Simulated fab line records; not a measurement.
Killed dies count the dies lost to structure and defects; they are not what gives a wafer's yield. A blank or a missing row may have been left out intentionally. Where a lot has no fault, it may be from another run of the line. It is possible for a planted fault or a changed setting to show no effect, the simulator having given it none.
Split-lot study	flow sfq line	11 wafers read across 5 lots, on a route 325 steps long

== ABOUT THE SPLIT ==
At SFQ_TRILAYER_L0_LITHO_COAT_010 (resist thk 62 nm), the setting resist thk nm was moved away from the recipe's 62 nm on 2 of the 11 wafers read, by -2.7% to +1.6%. All remaining wafers had this setting at the recipe value.

== FROM THE SPLIT TO THE READING: what the file shows between them, 3 steps ==
- SFQ_TRILAYER_L0_LITHO_EXPOSE_006: exposes mask L0, target cd 2000 nm (also split here: dose mj)
- SFQ_TRILAYER_L0_LITHO_PEB_008: peb time 60 s
- SFQ_TRILAYER_L0_LITHO_DEVELOP_007: time 60 s

== THE READING ==
etch.depth nm (the simulator's own value, which no gauge read), in nm, at SFQ_TRILAYER_L0_BARC_OPEN_METAL_ETCH_010 (etches BARC in O2, target depth 125 nm, time 41.7 s). There is no usual value for it anywhere in the file. The 9 wafers here that ran the recipe average 62.00 nm, standard deviation 0.11 nm.

wafer	tool, chamber at the split	resist thk nm as run, nm	against the recipe	etch.depth nm, nm	against lot-mates on the recipe
L080.2	litho track-01, 0	62	recipe	61.92	-
L080.3	litho track-01, 0	62	recipe	61.99	-
L081.1	litho track-02, 0	62	recipe	62.1	-
L081.2	litho track-02, 0	62	recipe	62.08	-
L081.3	litho track-02, 0	62	recipe	62.17	-
L082.1	litho track-01, 0	62	recipe	61.9	-
L082.2	litho track-01, 0	60.34	-2.7%	60.17	-1.73
L084.5	litho track-04, 0	62	recipe	61.81	-
L085.2	litho track-04, 0	62	recipe	61.98	-
L085.3	litho track-04, 0	62.98	+1.6%	63.14	+1.12
L085.6	litho track-04, 0	62	recipe	62.06	-

THE FIT
A straight line over all 11 wafers: etch.depth nm changes by +0.694 nm for each +1% of resist thk nm; r = +0.99; the points scatter about the line by 0.11 nm.
The same after taking each lot's own level away (the mean of its wafers on the recipe; 11 wafers): +0.663 nm for each +1%; r = +1.00; scatter 0.042 nm.
That fit puts the effect of the largest move of resist thk nm on the reading at 1.8 nm.
Measured against the standard deviation above, the lots' own levels, which go from 61.810 to 62.117 nm, span 2.9 times it.
The two slopes are in agreement: the lot-to-lot level therefore moves the slope only a little.
Check: for one of the wafers moved furthest among these (-2.7%), held out of the fit, the line's prediction against its lot-mates is -1.9 nm. It came out at -1.73 nm against them.

== FURTHER SPLITS ON THESE WAFERS ==
Before the reading, these wafers also passed through other splits. Each is held against what the fit with the lots' levels taken away leaves over:
other split on the same wafers	wafers away from the commonest value	r with etch.depth nm (lot level and that fit taken away)
SFQ_TRILAYER_L0_LITHO_EXPOSE_006 dose mj	2	-0.14

== THE WHOLE CHAIN: every reading that the file lists as answering this split, in the file's order ==
step	what it does	reading	change (the file's fit)	r (the file's)
SFQ_TRILAYER_L0_LITHO_COAT_010	resist thk 62 nm	BARC_of_TRILAYER_L0_LITHO_COAT_010.thk nm (the simulator's own value, which no gauge read)	+0.651 nm for each +1% of the setting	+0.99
SFQ_TRILAYER_L0_BARC_OPEN_METAL_ETCH_010	etches BARC in O2, target depth 125 nm, time 41.7 s	etch.depth nm (the simulator's own value, which no gauge read)	+0.664 nm for each +1% of the setting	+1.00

== THE FILE'S OWN FIT ==
etch.depth nm changes by +0.664 nm for each +1% of resist thk nm, r = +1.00.
